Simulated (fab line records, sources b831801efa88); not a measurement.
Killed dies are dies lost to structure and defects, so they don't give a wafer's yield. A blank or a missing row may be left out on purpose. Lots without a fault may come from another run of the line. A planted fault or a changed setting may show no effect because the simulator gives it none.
Which tool did it? | flow gf180mcu | 12 lots, 36 wafers sampled, at 1 step of a route of 602

WHAT THE GAUGES READ, wafer by wafer
GF_V1_THK_MEAS_03. Usual: V1_CVD_02_THK 848 nm, standard deviation 10.
lot  | measured     | on            | V1_CVD_02_THK (nm) | flag
L271 | day 16 20:58 | film_metro-03 | 841 845 864        |
L272 | day 17 04:05 | film_metro-04 | 843 826 847        |
L273 | day 17 15:50 | film_metro-04 | 837 851 853        |
L274 | day 17 21:31 | film_metro-04 | 835 855 862        |
L275 | day 18 18:07 | film_metro-02 | 846 842 865        |
L276 | day 18 18:40 | film_metro-03 | 847 837 850        |
L277 | day 19 06:10 | film_metro-02 | 847 858 856        |
L278 | day 19 19:25 | film_metro-02 | 822 843 843        |
L279 | day 20 17:49 | film_metro-04 | 819 829 836        |
L282 | day 21 21:54 | film_metro-04 | 847 859 859        |
L284 | day 22 08:36 | film_metro-02 | 850 857 852        |
L285 | day 22 21:46 | film_metro-02 | 844 870 859        |

WHICH TOOL RAN EACH LOT (tool, then ch and the chambers of the sampled wafers, then the start)
The record holds no process step before these readings.

WHAT THE TOOLS THEMSELVES READ (means of the sampled wafers that have a number; where no wafer has one, the mark that the record gives instead)
The record holds no such reading with a usual standard deviation.

THE ANSWER, worked out from the rows above alone
Rule: a lot is off if the mean of its wafers that have a number lies more than 3 standard deviations from the usual mean. A lot without any number at a reading at which 4 lots or more have one is off too. The other lots that the step has rows for count as sound. The gauges are gone through in route order, then the tools' own readings, and for those a lot's mean is taken as printed above. The first step at which some lot is off is used, and at that step the reading that is off furthest; a lot without a number counts as furthest.
No lot is off at any reading shown: from this, nothing can be told.

WHAT THE SIMULATOR HAD PUT IN
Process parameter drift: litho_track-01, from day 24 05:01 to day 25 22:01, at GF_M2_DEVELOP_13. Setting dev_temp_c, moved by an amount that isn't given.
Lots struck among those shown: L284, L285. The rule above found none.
